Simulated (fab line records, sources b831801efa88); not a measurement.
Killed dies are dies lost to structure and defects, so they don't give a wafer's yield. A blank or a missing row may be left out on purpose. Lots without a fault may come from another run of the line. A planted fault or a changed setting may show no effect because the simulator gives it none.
Which tool did it? | flow sky130 | 7 lots, 21 wafers sampled, at 1 step of a route of 708

WHAT THE GAUGES READ, wafer by wafer
SKY_VT_ADJUST_HVTP_CD_MEAS_07: target cd 380 nm.
lot  | measured     | on        | cd_nm (nm)
L631 | day 6 08:42  | cd_sem-02 | 380.3 379.0 378.9
L633 | day 6 23:50  | cd_sem-02 | 378.0 376.8 378.0
L635 | day 7 10:11  | cd_sem-02 | 375.2 373.5 377.0
L637 | day 7 22:43  | cd_sem-02 | 377.8 377.8 380.4
L639 | day 8 07:16  | cd_sem-02 | 378.6 378.3 379.0
L651 | day 11 17:14 | cd_sem-02 | 384.1 383.6 382.9
L653 | day 12 05:12 | cd_sem-02 | 379.6 382.4 384.0

WHICH TOOL RAN EACH LOT (tool, then ch and the chambers of the sampled wafers, then the start)
The record holds no process step before these readings.

THE ANSWER, worked out from the rows above alone
Rule: what is usual is taken from the lots themselves. Put in order of their means at a reading, lots are off if they are a third of the lots or fewer, leave a main group of 4 or more, and stand apart from it by a gap of 3 or more times the standard deviation of the main group's means; of several such gaps the widest counts. A main group whose means are all the same, to the digits that the tables above print for the reading, isn't used. A lot without any number at a reading at which 4 lots or more have one is off too. The other lots that the step has rows for count as sound.
No lot is off at any reading shown: from this, nothing can be told.

WHAT THE SIMULATOR HAD PUT IN
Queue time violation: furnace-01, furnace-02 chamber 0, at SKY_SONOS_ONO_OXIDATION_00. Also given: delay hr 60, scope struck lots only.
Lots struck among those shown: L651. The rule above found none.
